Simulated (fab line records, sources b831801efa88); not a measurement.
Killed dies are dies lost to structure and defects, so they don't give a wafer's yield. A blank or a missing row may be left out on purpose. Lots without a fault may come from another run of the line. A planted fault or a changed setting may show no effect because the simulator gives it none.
Chamber matching | flow sky130 | SKY_LI_CONTACT_CMP_02 on cmp-02: 4 sister chambers
The step polishes PSG. 16 wafers are shown with their chamber, then 8 later ones without.

WAFERS WITH THEIR CHAMBER
wafer  | chamber | motor_current_A (A) | time_to_endpoint_s (s)
L075.2 | 1       | 11.2                | 30.7
L075.4 | 3       | 9.8                 | 36.5
L075.6 | 1       | 10.8                | 31.1
L078.1 | 3       | 10.3                | 36.8
L078.2 | 1       | 11.5                | 33.9
L078.3 | 0       | 11.2                | 37.6
L078.4 | 2       | 10.6                | 35.9
L078.5 | 0       | 10.1                | 33.5
L078.6 | 1       | 12.1                | 29.3
L080.1 | 2       | 10.5                | 33.8
L080.2 | 3       | 10.2                | 36.0
L080.4 | 0       | 11.2                | 36.4
L084.4 | 0       | 11.2                | 37.8
L084.5 | 3       | 10.5                | 34.2
L084.6 | 0       | 10.9                | 35.8
L090.1 | 3       | 9.9                 | 35.8

SIGNATURES (means of the wafers above)
reading            | chamber 0 | chamber 1 | chamber 2 | chamber 3 | scatter within a chamber
motor_current_A    | 10.920    | 11.400    | 10.550    | 10.140    | 0.423
time_to_endpoint_s | 36.220    | 31.250    | 34.850    | 35.860    | 1.57
Rule: a wafer's distance from a chamber is the root of the sum, over the readings, of the square of ((its reading less the chamber's mean) divided by the reading's scatter). The wafer belongs to the nearest chamber; if the next one is less than 2 further off, it can't be placed. The scatter: the root of (the sum of the squares of (reading less its chamber's mean) over the shown wafers, divided by (wafers less chambers)).

WAFERS WITHOUT THEIR CHAMBER
wafer  | motor_current_A (A) | time_to_endpoint_s (s)
L090.2 | 11.6                | 32.4
L090.4 | 10.7                | 37.9
L092.3 | 10.2                | 30.3
L092.4 | 10.9                | 36.3
L092.5 | 11.9                | 31.2
L095.3 | 9.8                 | 31.5
L095.4 | 10.5                | 30.1
L095.6 | 10.8                | 30.5

WHICH CHAMBER EACH WENT THROUGH
wafer  | from the rows above               | in truth
L090.2 | 1                                 | 1
L090.4 | can't be placed: 0 or 3 or 2      | 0
L092.3 | can't be placed: 1 or 2 or 3 or 0 | 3
L092.4 | can't be placed: 0 or 2 or 3      | 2
L092.5 | 1                                 | 1
L095.3 | can't be placed: 2 or 3 or 1 or 0 | 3
L095.4 | can't be placed: 1 or 2 or 3 or 0 | 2
L095.6 | can't be placed: 1 or 2           | 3
Placed correctly: 2 of 8. Can't be placed from these rows: 6 (the true chamber is among the candidates in 5). Placed wrongly: 0.
